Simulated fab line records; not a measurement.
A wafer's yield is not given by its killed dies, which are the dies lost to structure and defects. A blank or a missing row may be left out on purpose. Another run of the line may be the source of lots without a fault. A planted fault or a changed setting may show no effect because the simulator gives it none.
Lot-split experiment	flow sky130	23 wafers read across 5 lots, on a route 708 steps long

== THE SPLIT ==
At SKY_SONOS_ONO_DEVELOP_12 (develop time 60 s), the setting dev temp c was moved away from the recipe's 23 C on 8 of the 23 wafers read, by -13.0% to +6.3%. The other wafers ran this setting at the recipe's value.

No step appears in the file between the split and the reading.

== THE READING ==
At SKY_SONOS_ONO_CD_MEAS_13: cd nm in nanometres, against a target cd of 410 nm. Typical for fault-free wafers on this fab line: 409.5 nm, with standard deviation 2.3 nm.

wafer	tool, chamber at the split	dev temp c as run, C	against the recipe	cd nm, nm	against lot-mates on the recipe
L074.1	litho track-02, 0	23	recipe	411.8	-
L074.2	litho track-02, 0	23	recipe	409.5	-
L074.3	litho track-02, 0	23	recipe	408.5	-
L074.5	litho track-02, 0	23	recipe	408.7	-
L074.6	litho track-02, 0	23	recipe	410.5	-
L076.1	litho track-02, 0	23	recipe	407.6	-
L076.2	litho track-02, 0	23	recipe	408.8	-
L076.5	litho track-02, 0	23	recipe	409.5	-
L080.2	litho track-04, 0	24.45	+6.3%	412.0	+5.9
L080.3	litho track-04, 0	23	recipe	406.8	-
L080.4	litho track-04, 0	23	recipe	404.8	-
L080.5	litho track-04, 0	24.45	+6.3%	409.0	+2.9
L080.6	litho track-04, 0	23	recipe	406.7	-
L079.1	litho track-02, 0	20.36	-11.5%	399.8	-8.8
L079.2	litho track-02, 0	20.36	-11.5%	399.5	-9.1
L079.3	litho track-02, 0	23	recipe	411.1	-
L079.4	litho track-02, 0	23	recipe	406.2	-
L079.5	litho track-02, 0	20.36	-11.5%	400.0	-8.6
L083.1	litho track-04, 0	23	recipe	412.8	-
L083.2	litho track-04, 0	20.01	-13.0%	404.8	-9.0
L083.3	litho track-04, 0	20.01	-13.0%	403.8	-10.0
L083.5	litho track-04, 0	23	recipe	414.8	-
L083.6	litho track-04, 0	20.01	-13.0%	404.5	-9.3

FIT RESULTS
A straight line over all 23 wafers: cd nm changes by +0.516 nm for each +1% of dev temp c; r = +0.76; the points scatter about the line by 2.7 nm.
The same after taking each lot's own level away (the mean of its wafers on the recipe; 23 wafers): +0.74 nm for each +1%; r = +0.97; scatter 1.2 nm.
According to that fit, moving dev temp c by its largest amount changes the reading by 9.6 nm.
The lots' own levels span 406.10 to 413.80 nm, that is 3.3 times the standard deviation above.
So the lot-to-lot level blurs the effect unless lot-mates are compared.
Check: -9.81 nm against its lot-mates is what the line predicts for one of the wafers moved furthest among these (-13.0%) when that wafer is left out of the fit. It came out at -9 nm against them.

== OTHER SPLITS APPLIED TO THESE WAFERS ==
Note: prior to the reading, these wafers also went through further splits. Each is held against what the fit with the lots' levels taken away leaves over:
other split on the same wafers	wafers away from the commonest value	r with cd nm (lot level and that fit taken away)
SKY_FIELD_ISO_ETCH_15 time s	9	+0.05
SKY_NWELL_SOFTBAKE_06 temp c	5	-0.30
SKY_NWELL_IMPLANT_13 energy kev	10	-0.20
SKY_VT_ADJUST_HVTP_DEVELOP_06 develop time s	8	+0.21
SKY_VT_ADJUST_LVTN_IMPLANT_08 energy kev	7	+0.13
SKY_VT_ADJUST_LVTN_STRIP_09 o2 flow sccm	11	-0.03
SKY_VT_ADJUST_HVTR_DEVELOP_06 develop time s	8	+0.35
SKY_VT_ADJUST_PCH_COAT_02 spin rpm	8	-0.07
SKY_VT_ADJUST_PCH_IMPLANT_08 dose cm2	6	-0.15

== THE WHOLE CHAIN: every reading that the file lists as answering this split, in the file's order ==
step	what it does	reading	change (the file's fit)	r (the file's)
SKY_SONOS_ONO_CD_MEAS_13	target cd 410 nm	cd nm	+0.742 nm for each +1% of the setting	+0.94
SKY_SONOS_ONO_ETCH_15	etches the open film in CHF3/O2, target depth 19.52 nm, time 7.8 s	SONOS_ONO.cd nm (the simulator's own value, which no gauge read)	+0.738 nm for each +1% of the setting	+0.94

== THE FILE'S OWN FIT ==
cd nm changes by +0.742 nm for each +1% of dev temp c, r = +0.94.
